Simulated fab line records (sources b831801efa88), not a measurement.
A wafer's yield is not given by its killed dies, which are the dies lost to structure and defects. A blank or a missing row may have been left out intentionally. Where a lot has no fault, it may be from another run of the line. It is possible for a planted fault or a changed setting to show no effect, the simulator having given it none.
fab line records	flow gf180mcu	part 2 of 2: steps 28 to 36 of 36
[record] lots = 5	wafers = 15	last-day = 33
route steps=602 shown SALICIDE@286 CONTACT@287 M1@315
lots with no fault: from the same line, run without faults
start-h: the number of hours between the record's first day and the start of the first shown wafer of the lot	wait-h: hours elapsed since this lot's preceding step	" identical to the entry in the row above	L1.1+2: several wafers, shown together as one row	- no value, or no start was given	* or withheld: withheld	< > ~ a bound
route shown NAME@n: names a module that has steps shown in the file, with the first one's number in the route	usual: mean/standard deviation taken from wafers without a fault	same: alike in all rows	chamber/n: place in a boat	sites: per-site readings	_std_site: standard deviation across them	_edge_site: mean of outer sites minus mean of inner sites	radius-mm: for every site, how far away it sits from the centre of the wafer	mask NAME#n: copy n	behind: tool/chamber where the wafer was last shaped	hold: why the lot went on hold/how many hours it stayed there/how the hold came to an end	device: the transistor (n, p or np) that didn't switch	end of line: the same wafers' tests at the end of the route	a step with no rows: only its recipe	killed: at the first sort, the dies lost to defects and structure; wafer yield is something else	map: a wafer's dies, x killed, . not, _ none there
set.NAME: the run value of the setting; set.NAME@STEP: its run value at that earlier step	model.NAME: the simulator's own value behind a step, which no gauge read
lots at some steps of the route; a table a step, a row a wafer
services: the hour from which a tool's chamber was out of use, counted from the record's first day as start-h (under 0 if before that day), plus the number of hours and why
[[steps]]
[step GF_CONTACT_THK_MEAS_26]
[recipe] thk-meas-gauge = xrf	reads = W_of_CONTACT_CVD_24
[usual] CONTACT_W_THK = 306/4.4
lot.wafer	tool	chamber	start-h	wait-h	CONTACT_W_THK[nm]
L077.2	film-metro-03	-	397.74	0.1	307
L077.3	"	-	"	"	301
L077.4	"	-	"	"	305
L079.2	film-metro-03	-	419.40	0.1	305
L079.5	"	-	"	"	301
L079.6	"	-	"	"	304
L087.1	film-metro-01	-	480.49	0.1	307
L087.3	"	-	"	"	305
L087.4	"	-	"	"	308
L090.2	film-metro-01	-	507.88	0.1	298
L090.4	"	-	"	"	302
L090.5	"	-	"	"	302
L092.1	film-metro-02	-	525.50	0.1	310
L092.2	"	-	"	"	305
L092.4	"	-	"	"	301
[step GF_CONTACT_CMP_27]
[recipe] stop-on = SiO2	down-force-psi = 3.5	platen-rpm = 60	t-overpolish-s = 15	target-thk-nm = 0	pad-velocity-m-s = 0.94248
[usual] motor-current-A = 11.2/1.2	overpolish-run-s = 15.000/0.0087	slurry-flow-ml-min = 149.9/0.45	time-to-endpoint-s = 75/5.1
lot.wafer	tool	chamber	start-h	wait-h	motor-current-A	overpolish-run-s	slurry-flow-ml-min	time-to-endpoint-s
L077.2	cmp-01	2	397.84	0.1	11.5	15.003	149.2	77
L077.3	"	3	"	"	11.6	15.007	149.9	78
L077.4	"	0	"	"	10.9	15.005	149.5	80
L079.2	cmp-01	1	419.60	0.2	11.0	15.011	149.0	74
L079.5	"	2	"	"	12.0	14.996	150.7	74
L079.6	"	3	"	"	11.9	15.003	148.5	76
L087.1	cmp-01	1	480.60	0.1	10.1	14.999	149.7	81
L087.3	"	2	"	"	11.9	15.000	149.8	79
L087.4	"	3	"	"	10.6	14.991	150.1	80
L090.2	cmp-01	3	507.98	0.1	11.8	14.992	150.2	79
L090.4	"	0	"	"	11.5	14.995	150.9	78
L090.5	"	2	"	"	11.7	14.993	150.4	79
L092.4	cmp-02	2	525.56	0.0	9.8	14.996	149.4	67
L092.1	"	3	"	"	10.3	14.982	149.9	69
L092.2	"	1	"	"	14.4	15.007	149.5	76
[step GF_M1_SPUTTER_00]
[recipe] material = Ti	target-thk-nm = 37.5	arriving-ion-energy-ev = 80	substrate-temp-c = 200	chamber-pressure-pa = 2	power-w = 4000	time-s = 150
[usual] throttle-valve-pct = 29.8/0.47
lot.wafer	tool	chamber	start-h	wait-h	throttle-valve-pct
L077.2	pvd-sputter-03	-	398.09	0.2	29.1
L077.3	"	-	"	"	29.7
L077.4	"	-	"	"	30.3
L079.2	pvd-sputter-04	-	419.75	0.1	29.1
L079.5	"	-	"	"	30.7
L079.6	"	-	"	"	29.0
L087.1	pvd-sputter-04	-	480.85	0.2	30.6
L087.3	"	-	"	"	29.8
L087.4	"	-	"	"	29.4
L090.2	pvd-sputter-01	-	508.23	0.2	29.7
L090.4	"	-	"	"	29.6
L090.5	"	-	"	"	29.7
L092.1	pvd-sputter-03	-	525.86	0.2	29.2
L092.2	"	-	"	"	30.5
L092.4	"	-	"	"	29.6
[step GF_M1_SPUTTER_01]
[recipe] material = TiN	target-thk-nm = 30	power-w = 6500	time-s = 25	chamber-pressure-pa = 0.4
[usual] throttle-valve-pct = 29.8/0.45
lot.wafer	tool	chamber	start-h	wait-h	throttle-valve-pct
L077.2	pvd-sputter-03	-	398.19	0.1	29.3
L077.3	"	-	"	"	29.6
L077.4	"	-	"	"	30.7
L079.2	pvd-sputter-04	-	419.85	0.1	29.4
L079.5	"	-	"	"	30.5
L079.6	"	-	"	"	28.9
L087.1	pvd-sputter-04	-	480.95	0.1	30.4
L087.3	"	-	"	"	29.6
L087.4	"	-	"	"	29.1
L090.2	pvd-sputter-01	-	508.33	0.1	29.7
L090.4	"	-	"	"	29.8
L090.5	"	-	"	"	29.6
L092.1	pvd-sputter-03	-	525.96	0.1	29.5
L092.2	"	-	"	"	30.6
L092.4	"	-	"	"	29.7
[step GF_M1_SPUTTER_02]
[recipe] material = AlCu	target-thk-nm = 450	power-w = 10600	time-s = 23.9	chamber-pressure-pa = 0.4
[usual] throttle-valve-pct = 29.8/0.47
lot.wafer	tool	chamber	start-h	wait-h	throttle-valve-pct
L077.2	pvd-sputter-03	-	398.22	0.0	29.6
L077.3	"	-	"	"	29.8
L077.4	"	-	"	"	30.8
L079.2	pvd-sputter-04	-	419.88	0.0	29.1
L079.5	"	-	"	"	30.3
L079.6	"	-	"	"	29.3
L087.1	pvd-sputter-04	-	480.98	0.0	30.3
L087.3	"	-	"	"	30.0
L087.4	"	-	"	"	29.1
L090.2	pvd-sputter-01	-	508.37	0.0	30.0
L090.4	"	-	"	"	29.8
L090.5	"	-	"	"	30.0
L092.1	pvd-sputter-03	-	525.99	0.0	29.2
L092.2	"	-	"	"	30.4
L092.4	"	-	"	"	29.8
[step GF_M1_SPUTTER_03]
[recipe] material = Ti	target-thk-nm = 10	substrate-temp-c = 300	chamber-pressure-pa = 0.3	power-w = 3000	time-s = 6.7
[usual] throttle-valve-pct = 29.8/0.47
lot.wafer	tool	chamber	start-h	wait-h	throttle-valve-pct
L077.2	pvd-sputter-03	-	398.25	0.0	29.3
L077.3	"	-	"	"	29.7
L077.4	"	-	"	"	30.4
L079.2	pvd-sputter-04	-	419.91	0.0	29.0
L079.5	"	-	"	"	30.3
L079.6	"	-	"	"	29.3
L087.1	pvd-sputter-04	-	481.01	0.0	30.4
L087.3	"	-	"	"	29.9
L087.4	"	-	"	"	29.0
L090.2	pvd-sputter-01	-	508.40	0.0	29.7
L090.4	"	-	"	"	29.5
L090.5	"	-	"	"	29.3
L092.1	pvd-sputter-03	-	526.02	0.0	29.1
L092.2	"	-	"	"	30.3
L092.4	"	-	"	"	29.6
[step GF_M1_SPUTTER_04]
[recipe] material = TiN	target-thk-nm = 50	power-w = 6500	time-s = 41.7	chamber-pressure-pa = 0.4
[usual] throttle-valve-pct = 29.8/0.49
lot.wafer	tool	chamber	start-h	wait-h	throttle-valve-pct
L077.2	pvd-sputter-03	-	398.27	0.0	29.3
L077.3	"	-	"	"	29.8
L077.4	"	-	"	"	30.7
L079.2	pvd-sputter-04	-	419.93	0.0	29.2
L079.5	"	-	"	"	30.7
L079.6	"	-	"	"	28.9
L087.1	pvd-sputter-04	-	481.03	0.0	30.8
L087.3	"	-	"	"	29.9
L087.4	"	-	"	"	28.9
L090.2	pvd-sputter-01	-	508.42	0.0	29.7
L090.4	"	-	"	"	29.4
L090.5	"	-	"	"	29.7
L092.1	pvd-sputter-03	-	526.04	0.0	28.8
L092.2	"	-	"	"	30.5
L092.4	"	-	"	"	29.5
[step GF_M1_RS_MEAS_05]
[recipe] thk-meas-gauge = four-point-probe	reads = TiN_of_M1_SPUTTER_04+Ti_of_M1_SPUTTER_03+AlCu_of_M1_SPUTTER_02+TiN_of_M1_SPUTTER_01+Ti_of_M1_SPUTTER_00
[usual] M1_ALCU_RS = 0.0701/0.00086
lot.wafer	tool	chamber	start-h	wait-h	M1_ALCU_RS[ohm/sq]
L077.2	film-metro-01	-	398.33	0.0	0.0692
L077.3	"	-	"	"	0.0699
L077.4	"	-	"	"	0.0696
L079.2	film-metro-03	-	419.99	0.0	0.0698
L079.5	"	-	"	"	0.0690
L079.6	"	-	"	"	0.0692
L087.1	film-metro-03	-	481.07	0.0	0.0689
L087.3	"	-	"	"	0.0687
L087.4	"	-	"	"	0.0693
L090.2	film-metro-04	-	508.48	0.0	0.0696
L090.4	"	-	"	"	0.0697
L090.5	"	-	"	"	0.0701
L092.1	film-metro-03	-	526.08	0.0	0.0696
L092.2	"	-	"	"	0.0704
L092.4	"	-	"	"	0.0701
[step GF_M1_THK_MEAS_06]
[recipe] thk-meas-gauge = xrf	reads = AlCu_of_M1_SPUTTER_02
[usual] M1_ALCU_THK = 438/5.7
lot.wafer	tool	chamber	start-h	wait-h	M1_ALCU_THK[nm]
L077.2	film-metro-01	-	398.44	0.1	442
L077.3	"	-	"	"	437
L077.4	"	-	"	"	438
L079.2	film-metro-03	-	420.10	0.1	442
L079.5	"	-	"	"	448
L079.6	"	-	"	"	445
L087.1	film-metro-03	-	481.19	0.1	443
L087.3	"	-	"	"	446
L087.4	"	-	"	"	442
L090.2	film-metro-04	-	508.59	0.1	439
L090.4	"	-	"	"	440
L090.5	"	-	"	"	438
L092.1	film-metro-03	-	526.20	0.1	438
L092.2	"	-	"	"	433
L092.4	"	-	"	"	434
[[services]]
tool	chamber	start-h	hours	kind
pvd-sputter-01	-	349.90	4.8	repair
krf-scanner-01	-	351.97	0.8	pm
pvd-sputter-04	-	352.57	2.5	repair
rie-diel-01	2	361.01	3.9	repair
pvd-sputter-02	-	364.88	1.0	repair
cmp-01	-	369.22	1.1	repair
hdpcvd-01	0	383.52	3.4	repair
hdpcvd-01	1	397.45	8.2	repair
krf-scanner-01	-	400.13	1.3	pm
cmp-02	-	404.00	4.0	pm
cmp-01	-	430.91	4.9	pm
pvd-sputter-02	-	437.09	8.5	repair
cmp-01	-	443.58	1.9	repair
pecvd-01	1	444.03	2.0	repair
pecvd-01	0	445.09	5.3	repair
pecvd-01	-	456.39	1.0	repair
cmp-01	-	463.28	2.2	repair
pvd-sputter-04	-	474.13	4.7	repair
pecvd-01	0	489.53	10.9	repair
rie-diel-01	-	497.36	2.8	pm
cmp-01	-	498.09	4.9	pm
wet-bench-03	-	502.43	1.0	repair
cmp-02	-	512.70	6.5	pm
pvd-sputter-04	-	515.51	19.3	repair
